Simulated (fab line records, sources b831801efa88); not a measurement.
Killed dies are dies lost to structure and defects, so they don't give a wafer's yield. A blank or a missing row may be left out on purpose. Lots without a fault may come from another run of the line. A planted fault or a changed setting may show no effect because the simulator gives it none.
Which tool did it? | flow gf180mcu | 14 lots, 42 wafers sampled, at 4 steps of a route of 602

WHAT THE GAUGES READ, wafer by wafer
The record holds no reading of a measuring or inspecting step that can be judged against a usual standard deviation.

WHICH TOOL RAN EACH LOT (tool, then ch and the chambers of the sampled wafers, then the start)
lot  | GF_V3_CMP_26                  | GF_M4_SPUTTER_03             | GF_V4_SPUTTER_21             | GF_MIM_SPUTTER_01
L539 | cmp-01 ch 0,1,3, day 22 16:21 | pvd_sputter-03, day 22 16:46 | pvd_sputter-04, day 24 16:19 | pvd_sputter-03, day 24 17:06
L540 | cmp-01 ch 0,2, day 23 00:20   | pvd_sputter-02, day 23 00:45 | pvd_sputter-03, day 24 22:47 | pvd_sputter-03, day 24 23:34
L541 | cmp-02 ch 1,3, day 23 14:07   | pvd_sputter-01, day 23 14:32 | pvd_sputter-04, day 25 12:08 | pvd_sputter-03, day 25 12:56
L542 | cmp-02 ch 0,1,3, day 23 22:45 | pvd_sputter-03, day 23 23:10 | pvd_sputter-04, day 25 19:48 | pvd_sputter-03, day 25 20:35
L543 | cmp-02 ch 0,2,3, day 24 07:43 | pvd_sputter-02, day 24 08:08 | pvd_sputter-02, day 26 04:43 | pvd_sputter-01, day 26 05:31
L550 | cmp-02 ch 2,3, day 26 11:20   | pvd_sputter-03, day 26 11:45 | pvd_sputter-02, day 28 06:31 | pvd_sputter-04, day 28 07:18
L551 | cmp-01 ch 0,3, day 26 20:51   | pvd_sputter-03, day 26 21:19 | pvd_sputter-04, day 28 14:50 | pvd_sputter-01, day 28 15:43
L552 | cmp-02 ch 0,1, day 27 03:56   | pvd_sputter-03, day 27 04:20 | pvd_sputter-04, day 28 21:57 | pvd_sputter-03, day 28 22:44
L556 | cmp-02 ch 0,1, day 28 07:58   | pvd_sputter-02, day 28 08:23 | pvd_sputter-02, day 30 00:55 | pvd_sputter-03, day 30 01:42
L557 | cmp-01 ch 0,1,3, day 28 14:01 | pvd_sputter-01, day 28 14:28 | pvd_sputter-02, day 30 06:16 | pvd_sputter-03, day 30 07:04
L558 | cmp-02 ch 2,3, day 29 04:50   | pvd_sputter-01, day 29 05:17 | pvd_sputter-02, day 30 20:32 | pvd_sputter-01, day 30 21:20
L559 | cmp-01 ch 0,2,3, day 29 08:59 | pvd_sputter-02, day 29 09:26 | pvd_sputter-04, day 31 00:05 | pvd_sputter-03, day 31 00:52
L560 | cmp-02 ch 0,2,3, day 29 18:50 | pvd_sputter-02, day 29 19:19 | pvd_sputter-04, day 31 10:06 | pvd_sputter-01, day 31 11:10
L561 | cmp-01 ch 1,2,3, day 29 19:28 | pvd_sputter-03, day 29 19:49 | pvd_sputter-04, day 31 10:35 | pvd_sputter-01, day 31 11:46
- GF_V3_CMP_26: polishes, stops on SiO2, t overpolish 15 s, target thk 0 nm.
- GF_M4_SPUTTER_03: material Ti, target thk 10 nm, time 6.7 s.
- GF_V4_SPUTTER_21: material Ti, target thk 15 nm, time 80.02 s.
- GF_MIM_SPUTTER_01: material TiN, target thk 30 nm, time 25 s.

WHAT THE TOOLS THEMSELVES READ (means of the sampled wafers that have a number; where no wafer has one, the mark that the record gives instead)
GF_V3_CMP_26. Usual: motor_current_A 11.1 A, standard deviation 1.1; overpolish_run_s 15.000 s, standard deviation 0.0094; retaining_ring_pressure_frac 1.000, standard deviation 0.0048; time_to_endpoint_s 83 s, standard deviation 4.4.
lot  | tool   | motor_current_A (A) | overpolish_run_s (s) | retaining_ring_pressure_frac | time_to_endpoint_s (s) | flag
L539 | cmp-01 | 11.6                | 15.004               | 0.997                        | 83                     |
L540 | cmp-01 | 11.3                | 15.011               | 1.003                        | 80                     |
L541 | cmp-02 | 10.1                | 15.013               | 1.003                        | 80                     |
L542 | cmp-02 | 11.2                | 15.005               | 0.993                        | 82                     |
L543 | cmp-02 | 10.7                | 14.998               | 1.002                        | 81                     |
L550 | cmp-02 | 10.2                | 14.994               | 1.001                        | 81                     |
L551 | cmp-01 | 12.2                | 14.997               | 0.995                        | 89                     |
L552 | cmp-02 | 11.6                | 15.007               | 0.997                        | 86                     |
L556 | cmp-02 | 11.3                | 14.991               | 1.001                        | 82                     |
L557 | cmp-01 | 12.1                | 14.997               | 0.999                        | 89                     |
L558 | cmp-02 | 10.4                | 15.011               | 0.996                        | 79                     |
L559 | cmp-01 | 11.5                | 15.000               | 1.004                        | 87                     |
L560 | cmp-02 | 11.2                | 15.007               | 1.002                        | 82                     |
L561 | cmp-01 | 11.2                | 14.994               | 1.000                        | 83                     |

GF_M4_SPUTTER_03. Usual: cathode_dc_power_W 3000.0 W, standard deviation 0.54; chamber_pressure_pa 0.3000 Pa, standard deviation 0.00054; throttle_valve_pct 30.1 %, standard deviation 0.88.
lot  | tool           | cathode_dc_power_W (W) | chamber_pressure_pa (Pa) | throttle_valve_pct (%) | flag
L539 | pvd_sputter-03 | 3000.3                 | 0.3002                   | 29.6                   |
L540 | pvd_sputter-02 | 3000.1                 | 0.3000                   | 30.0                   |
L541 | pvd_sputter-01 | 2999.8                 | 0.3003                   | 30.7                   |
L542 | pvd_sputter-03 | 3000.1                 | 0.3003                   | 30.2                   |
L543 | pvd_sputter-02 | 3000.4                 | 0.3000                   | 30.4                   |
L550 | pvd_sputter-03 | 3000.2                 | 0.2999                   | 30.5                   |
L551 | pvd_sputter-03 | 2999.9                 | 0.3003                   | 30.9                   |
L552 | pvd_sputter-03 | 2999.7                 | 0.3005                   | 30.0                   |
L556 | pvd_sputter-02 | 3000.2                 | 0.3004                   | 29.9                   |
L557 | pvd_sputter-01 | 2999.9                 | 0.3005                   | 30.0                   |
L558 | pvd_sputter-01 | 2999.9                 | 0.2994                   | 29.9                   |
L559 | pvd_sputter-02 | 2999.9                 | 0.3000                   | 29.6                   |
L560 | pvd_sputter-02 | 3000.3                 | 0.3002                   | 29.9                   |
L561 | pvd_sputter-03 | 2999.9                 | 0.3002                   | 30.2                   |

GF_V4_SPUTTER_21. Usual: cathode_dc_power_W 2500.0 W, standard deviation 0.47; chamber_pressure_pa 4.999 Pa, standard deviation 0.011; throttle_valve_pct 30.1 %, standard deviation 0.84.
lot  | tool           | cathode_dc_power_W (W) | chamber_pressure_pa (Pa) | throttle_valve_pct (%) | flag
L539 | pvd_sputter-04 | 2500.1                 | 5.004                    | 30.2                   |
L540 | pvd_sputter-03 | 2499.8                 | 5.000                    | 29.8                   |
L541 | pvd_sputter-04 | 2499.9                 | 5.004                    | 30.0                   |
L542 | pvd_sputter-04 | 2500.1                 | 5.002                    | 30.1                   |
L543 | pvd_sputter-02 | 2499.5                 | 4.997                    | 30.0                   |
L550 | pvd_sputter-02 | 2500.1                 | 4.994                    | 30.1                   |
L551 | pvd_sputter-04 | 2499.8                 | 5.003                    | 29.8                   |
L552 | pvd_sputter-04 | 2500.2                 | 4.980                    | 29.6                   |
L556 | pvd_sputter-02 | 2499.8                 | 4.986                    | 29.6                   |
L557 | pvd_sputter-02 | 2499.9                 | 5.004                    | 30.1                   |
L558 | pvd_sputter-02 | 2499.8                 | 4.994                    | 30.1                   |
L559 | pvd_sputter-04 | 2500.1                 | 5.007                    | 30.1                   |
L560 | pvd_sputter-04 | 2499.9                 | 4.994                    | 30.0                   |
L561 | pvd_sputter-04 | 2500.0                 | 4.996                    | 30.0                   |

GF_MIM_SPUTTER_01. Usual: cathode_dc_power_W 6500.1 W, standard deviation 1.1; chamber_pressure_pa 0.3999 Pa, standard deviation 0.00084; throttle_valve_pct 30.0 %, standard deviation 0.78.
lot  | tool           | cathode_dc_power_W (W) | chamber_pressure_pa (Pa) | throttle_valve_pct (%) | flag
L539 | pvd_sputter-03 | 6499.2                 | 0.3993                   | 29.6                   |
L540 | pvd_sputter-03 | 6501.1                 | 0.3995                   | 29.4                   |
L541 | pvd_sputter-03 | -                      | -                        | -                      | OFF
L542 | pvd_sputter-03 | -                      | -                        | -                      | OFF
L543 | pvd_sputter-01 | 6501.0                 | 0.4005                   | 30.5                   |
L550 | pvd_sputter-04 | 6500.0                 | 0.3997                   | 29.8                   |
L551 | pvd_sputter-01 | 6500.4                 | 0.4001                   | 29.9                   |
L552 | pvd_sputter-03 | 6500.4                 | 0.3995                   | 29.9                   |
L556 | pvd_sputter-03 | 6500.4                 | 0.3999                   | 30.6                   |
L557 | pvd_sputter-03 | 6499.9                 | 0.4001                   | 29.9                   |
L558 | pvd_sputter-01 | 6500.7                 | 0.3994                   | 29.7                   |
L559 | pvd_sputter-03 | 6500.1                 | 0.3997                   | 30.3                   |
L560 | pvd_sputter-01 | 6499.6                 | 0.3992                   | 29.4                   |
L561 | pvd_sputter-01 | 6500.2                 | 0.3996                   | 29.2                   |

THE ANSWER, worked out from the rows above alone
Rule: a lot is off if the mean of its wafers that have a number lies more than 3 standard deviations from the usual mean. A lot without any number at a reading at which 4 lots or more have one is off too. The other lots that the step has rows for count as sound. The gauges are gone through in route order, then the tools' own readings, and for those a lot's mean is taken as printed above. The first step at which some lot is off is used, and at that step the reading that is off furthest; a lot without a number counts as furthest.
Off: L541, L542, at GF_MIM_SPUTTER_01 (cathode_dc_power_W). Without a number there: L541, L542.
A tool fits if, at that step or a process step before it, it ran every lot that is off, and no sound lot after the first of them. None of those tried fits.

WHAT THE SIMULATOR HAD PUT IN
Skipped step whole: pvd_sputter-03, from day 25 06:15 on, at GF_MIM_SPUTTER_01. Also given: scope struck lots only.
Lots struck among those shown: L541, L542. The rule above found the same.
